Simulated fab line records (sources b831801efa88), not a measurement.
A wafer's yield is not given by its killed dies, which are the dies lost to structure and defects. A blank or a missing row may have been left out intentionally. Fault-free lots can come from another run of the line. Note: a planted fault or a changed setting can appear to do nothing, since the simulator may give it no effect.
The tool behind it: which one? ; flow gf180mcu ; 14 lots, 42 wafers sampled, at 1 step of a route of 602

WHAT THE GAUGES READ, wafer by wafer
GF_MVSD_OVL_MEAS_07.
lot;measured;on;MVSD_OVL (nm)
L596;day 4 21:47;overlay-01;0.8 -1.0 0.4
L598;day 5 08:26;overlay-01;-0.1 0.7 -1.2
L599;day 5 15:31;overlay-01;-0.7 0.5 -0.5
L600;day 5 21:08;overlay-02;0.6 1.0 2.7
L601;day 6 00:39;overlay-02;-1.3 -2.0 -2.2
L602;day 6 07:51;overlay-02;0.0 0.4 1.6
L606;day 7 08:45;overlay-02;-0.3 -0.4 0.0
L607;day 7 19:38;overlay-02;1.4 2.5 1.1
L610;day 8 11:01;overlay-01;-1.3 -0.1 1.2
L611;day 8 13:50;overlay-01;2.4 3.4 2.3
L612;day 8 23:35;overlay-01;2.4 1.2 0.0
L613;day 9 04:56;overlay-01;0.4 0.6 1.9
L615;day 9 11:17;overlay-01;1.3 1.0 0.7
L617;day 10 00:21;overlay-01;0.8 1.2 0.9

WHICH TOOL RAN EACH LOT (tool, then ch and the chambers of the sampled wafers, then the start)
No process step before these readings appears in the record.

WHAT THE TOOLS THEMSELVES READ (means of the sampled wafers that have a number; where no wafer has one, the mark that the record gives instead)
The record holds no such reading with a usual standard deviation.

THE ANSWER, worked out from the rows above alone
Rule: usual is defined by the lots themselves. Put in order of their means at a reading, lots are off if they are a third of the lots or fewer, leave a main group of 4 or more, and stand apart from it by a gap of 3 or more times the standard deviation of the main group's means; of several such gaps the widest counts. If all means in a main group match to the digits the tables above print for the reading, that group is not used. A lot without any number at a reading at which 4 lots or more have one is off too. Any other lot the step has rows for is counted as sound. First the gauges in route order, then the tools' own readings, where a lot's mean is used as printed above. At the first step where some lot is off, the reading lying furthest off is the one used; lots without a number count as furthest.
No lot is off on any of the readings shown, so nothing can be concluded from this.

WHAT THE SIMULATOR PUT IN
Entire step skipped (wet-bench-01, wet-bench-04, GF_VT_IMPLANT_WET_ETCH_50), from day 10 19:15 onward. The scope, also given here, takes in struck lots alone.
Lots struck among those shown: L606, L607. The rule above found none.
